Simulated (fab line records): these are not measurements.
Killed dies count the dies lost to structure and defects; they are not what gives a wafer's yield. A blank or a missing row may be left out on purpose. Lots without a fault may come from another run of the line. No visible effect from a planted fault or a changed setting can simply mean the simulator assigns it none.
One fault through the eyes of 2 desks -- flow gf180mcu -- what lay behind the numbers comes last; until then each desk has only its own

AT THE TOOL OWNER'S DESK: pvd sputter-03
The tool's own readings at GF_TOP_METAL_SPUTTER_04 (material TiN, target thk 25 nm, time 20.8 s): means of the sampled wafers that have a number, for each lot that ran on this tool. Marked OUT: a lot whose mean sits more than 4 standard deviations from the usual mean, which makes it out of limits; the brackets give that distance.
Columns: A = chamber pressure pa at GF_TOP_METAL_SPUTTER_04, usual 0.4002 Pa; B = throttle valve pct at GF_TOP_METAL_SPUTTER_04, usual 30.2 %
lot,first seen here,A,B
L469,day 29 17:43,0.3992,29.8
L470,day 29 20:07,0.3997,31.3
L476,day 31 14:37,0.4176 (+24) OUT,29.7
This desk's verdict: out of limits on L476, starting with L476 at day 31 14:37 (chamber pressure pa at GF_TOP_METAL_SPUTTER_04). L469, L470 stayed within limits.

FROM THE METROLOGY DESK
Lot by lot, what the gauges showed, no matter which tool ran the lot: averages of those sampled wafers that carry a number. Marked OUT: a lot whose mean sits more than 4 standard deviations from the usual mean, which makes it out of limits; the brackets give that distance.
Columns: A = V5_CVD_00_THK at GF_V5_THK_MEAS_01, usual 300.0 nm
lot,first seen here,A
L462,day 26 04:40,298.5
L463,day 26 20:20,302.8
L464,day 27 01:16,303.9
L465,day 27 11:28,299.7
L467,day 28 01:20,298.7
L468,day 28 06:15,298.2
L469,day 28 20:16,299.3
L470,day 28 23:07,301.6
L476,day 30 18:28,298.7
L478,day 31 05:03,303.5
L480,day 31 19:17,301.5
L481,day 32 06:04,297.7
L482,day 32 07:33,300.4
Finding of this desk: none of the 13 lots has anything out of limits.

BROUGHT TOGETHER
On L476, at day 31 14:37, an alarm was possible from the tool owner's desk.
Nothing out of limits was seen by the metrology desk.
The metrology desk holds a record of L476, inside its limits.
On pvd sputter-03, each named lot ran GF_TOP_METAL_SPUTTER_04.

WHAT THE SIMULATOR HAD INSERTED
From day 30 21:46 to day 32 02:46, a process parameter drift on pvd sputter-03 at GF_TOP_METAL_SPUTTER_04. From 0.4, the setting chamber pressure pa moved by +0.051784. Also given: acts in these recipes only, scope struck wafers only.
Lots struck among those shown: L476.
Delay in hours, fault start to first out-of-limits reading, by desk: the tool owner's desk at 17.
